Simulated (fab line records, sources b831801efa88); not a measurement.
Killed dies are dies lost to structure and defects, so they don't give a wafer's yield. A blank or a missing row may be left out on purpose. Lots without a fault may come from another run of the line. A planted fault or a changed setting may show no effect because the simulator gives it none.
Split-lot experiment | flow sfq_line | 5 lots, 15 wafers read, on a route of 325 steps

THE SPLIT
At SFQ_TRILAYER_M7_LITHO_COAT_182 (resist thk 62 nm), the setting spin_rpm was moved away from the recipe's 3000 rpm on 2 of the 15 wafers read, by -5.2% to -4.3%. The other wafers ran this setting at the recipe's value.

FROM THE SPLIT TO THE READING: what the file shows between them, 4 steps
- SFQ_TRILAYER_M7_LITHO_COAT_177: resist thk 600 nm (also split here: resist_thk_nm)
- SFQ_TRILAYER_M7_LITHO_SOFTBAKE_181
- SFQ_TRILAYER_M7_LITHO_EXPOSE_178: exposes mask M7, target cd 500 nm
- SFQ_TRILAYER_M7_LITHO_DEVELOP_179: time 60 s

THE READING
etch.depth_nm (the simulator's own value, which no gauge read), in nm, at SFQ_TRILAYER_M7_BARC_OPEN_METAL_ETCH_229 (etches BARC in O2, target depth 125 nm, time 41.7 s). The file gives no usual value for it. The 13 wafers here that ran the recipe average 61.87 nm, standard deviation 0.16 nm.

wafer  | tool, chamber at the split | spin_rpm as run, rpm | against the recipe | etch.depth_nm, nm | against lot-mates on the recipe
L075.1 | litho_track-03, 0          | 2871                 | -4.3%              | 63.13             | +1.36
L075.5 | litho_track-03, 0          | 3000                 | recipe             | 61.86             | -
L075.6 | litho_track-03, 0          | 3000                 | recipe             | 61.69             | -
L080.1 | litho_track-02, 0          | 3000                 | recipe             | 62.11             | -
L080.3 | litho_track-02, 0          | 3000                 | recipe             | 62.01             | -
L080.6 | litho_track-02, 0          | 3000                 | recipe             | 62.01             | -
L080.4 | litho_track-02, 0          | 3000                 | recipe             | 62.06             | -
L080.5 | litho_track-02, 0          | 3000                 | recipe             | 62.1              | -
L082.1 | litho_track-02, 0          | 3000                 | recipe             | 61.71             | -
L084.2 | litho_track-04, 0          | 3000                 | recipe             | 61.79             | -
L084.5 | litho_track-04, 0          | 2844                 | -5.2%              | 63.54             | +1.72
L084.6 | litho_track-04, 0          | 3000                 | recipe             | 61.85             | -
L085.2 | litho_track-02, 0          | 3000                 | recipe             | 61.78             | -
L085.3 | litho_track-02, 0          | 3000                 | recipe             | 61.69             | -
L085.4 | litho_track-02, 0          | 3000                 | recipe             | 61.68             | -

THE FIT
A straight line over all 15 wafers: etch.depth_nm changes by -0.309 nm for each +1% of spin_rpm; r = -0.96; the points scatter about the line by 0.16 nm.
The same after taking each lot's own level away (the mean of its wafers on the recipe; 15 wafers): -0.325 nm for each +1%; r = -1.00; scatter 0.051 nm.
On that fit, the largest move of spin_rpm shifts the reading by 1.7 nm.
The lots' own levels span 61.710 to 62.058 nm, that is 2.2 times the standard deviation above.
So the lot-to-lot level changes the slope little: the two slopes agree.
Check: with one of the wafers moved furthest among these (-5.2%) left out of the fit, the line predicts +1.64 nm for it against its lot-mates. It came out at +1.72 nm against them.

OTHER SPLITS ON THESE WAFERS
These wafers also went through other splits before the reading. Each is held against what the fit with the lots' levels taken away leaves over:
other split on the same wafers                      | wafers away from the commonest value | r with etch.depth_nm (lot level and that fit taken away)
SFQ_TRILAYER_M6_LITHO_COAT_159 resist_thk_nm        | 3                                    | +0.00
SFQ_TRILAYER_I6_CMP_CMP_166 leave_above_ref_nm      | 5                                    | -0.54
SFQ_TRILAYER_I6_VIA_LITHO_EXPOSE_170 dose_mj        | 7                                    | +0.20
SFQ_TRILAYER_I6_VIA_BARC_OPEN_VIA_ETCH_235 source_w | 6                                    | -0.10
SFQ_TRILAYER_M7_LITHO_COAT_177 resist_thk_nm        | 4                                    | -0.10

THE WHOLE CHAIN: every reading that the file lists as answering this split, in the file's order
step                                     | what it does                                        | reading                                                                                    | change (the file's fit)               | r (the file's)
SFQ_TRILAYER_M7_LITHO_COAT_182           | resist thk 62 nm                                    | BARC_of_TRILAYER_M7_LITHO_COAT_182.thk_nm (the simulator's own value, which no gauge read) | -0.325 nm for each +1% of the setting | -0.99
SFQ_TRILAYER_M7_BARC_OPEN_METAL_ETCH_229 | etches BARC in O2, target depth 125 nm, time 41.7 s | etch.depth_nm (the simulator's own value, which no gauge read)                             | -0.324 nm for each +1% of the setting | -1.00

THE FILE'S OWN FIT
etch.depth_nm changes by -0.324 nm for each +1% of spin_rpm, r = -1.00.
